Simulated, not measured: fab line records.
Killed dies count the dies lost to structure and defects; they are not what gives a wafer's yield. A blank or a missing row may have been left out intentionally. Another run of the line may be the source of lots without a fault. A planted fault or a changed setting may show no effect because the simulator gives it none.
Which tool did it? :: flow sky130 :: 6 lots, 18 wafers sampled, at 3 steps of a route of 708

WHAT THE GAUGES READ, wafer by wafer
SKY_CONTACT_CD_MEAS_14: the cd target is 170 nm.
lot: L503
measured: day 33 09:59
on: cdSem-02
cdNm (nm): 168.8 168.7 169.3

lot: L506
measured: day 33 20:42
on: cdSem-01
cdNm (nm): 169.9 170.9 169.8

lot: L507
measured: day 34 07:19
on: cdSem-02
cdNm (nm): 170.2 169.1 170.2

lot: L513
measured: day 35 11:08
on: cdSem-01
cdNm (nm): 170.6 169.9 171.3

lot: L520
measured: day 37 16:51
on: cdSem-01
cdNm (nm): 171.6 170.5 170.8

lot: L523
measured: day 38 16:11
on: cdSem-01
cdNm (nm): 170.8 170.8 171.9

TOOL THAT RAN EACH LOT (tool first, then ch and the chambers of the sampled wafers, then the start)
lot: L503
SKY_CONTACT_CMP_04: cmp-02 ch 0,1,2, day 32 07:14
SKY_CONTACT_COAT_08: lithoTrack-02 ch 0, day 32 20:41

lot: L506
SKY_CONTACT_CMP_04: cmp-01 ch 0,1,3, day 32 18:04
SKY_CONTACT_COAT_08: lithoTrack-02 ch 0, day 33 07:14

lot: L507
SKY_CONTACT_CMP_04: cmp-02 ch 1,2,3, day 33 04:34
SKY_CONTACT_COAT_08: lithoTrack-01 ch 0, day 33 17:32

lot: L513
SKY_CONTACT_CMP_04: cmp-02 ch 2,3, day 34 08:19
SKY_CONTACT_COAT_08: lithoTrack-01 ch 0, day 34 21:34

lot: L520
SKY_CONTACT_CMP_04: cmp-01 ch 0,1,3, day 36 14:41
SKY_CONTACT_COAT_08: lithoTrack-01 ch 0, day 37 03:34

lot: L523
SKY_CONTACT_CMP_04: cmp-02 ch 2,3, day 37 14:48
SKY_CONTACT_COAT_08: lithoTrack-02 ch 0, day 38 03:19
- SKY_CONTACT_CMP_04: polishes SiO2.
- SKY_CONTACT_COAT_08: resist thk 60 nm.

THE ANSWER, worked out from the rows above alone
Rule: the usual values come from the lots themselves. The widest of any qualifying gaps counts: lots, ordered by their means at a reading, are off when they make up no more than a third of the lots, leave a main group of 4 or more, and stand apart from it by 3 or more times the standard deviation of that group's means. A main group is skipped when, at the precision printed for the reading in the tables above, its means are all equal. A lot without any number at a reading at which 4 lots or more have one is off too. All remaining lots with rows at the step are treated as sound.
No lot is off on any of the readings shown, so nothing can be concluded from this.

WHAT THE SIMULATOR PUT IN
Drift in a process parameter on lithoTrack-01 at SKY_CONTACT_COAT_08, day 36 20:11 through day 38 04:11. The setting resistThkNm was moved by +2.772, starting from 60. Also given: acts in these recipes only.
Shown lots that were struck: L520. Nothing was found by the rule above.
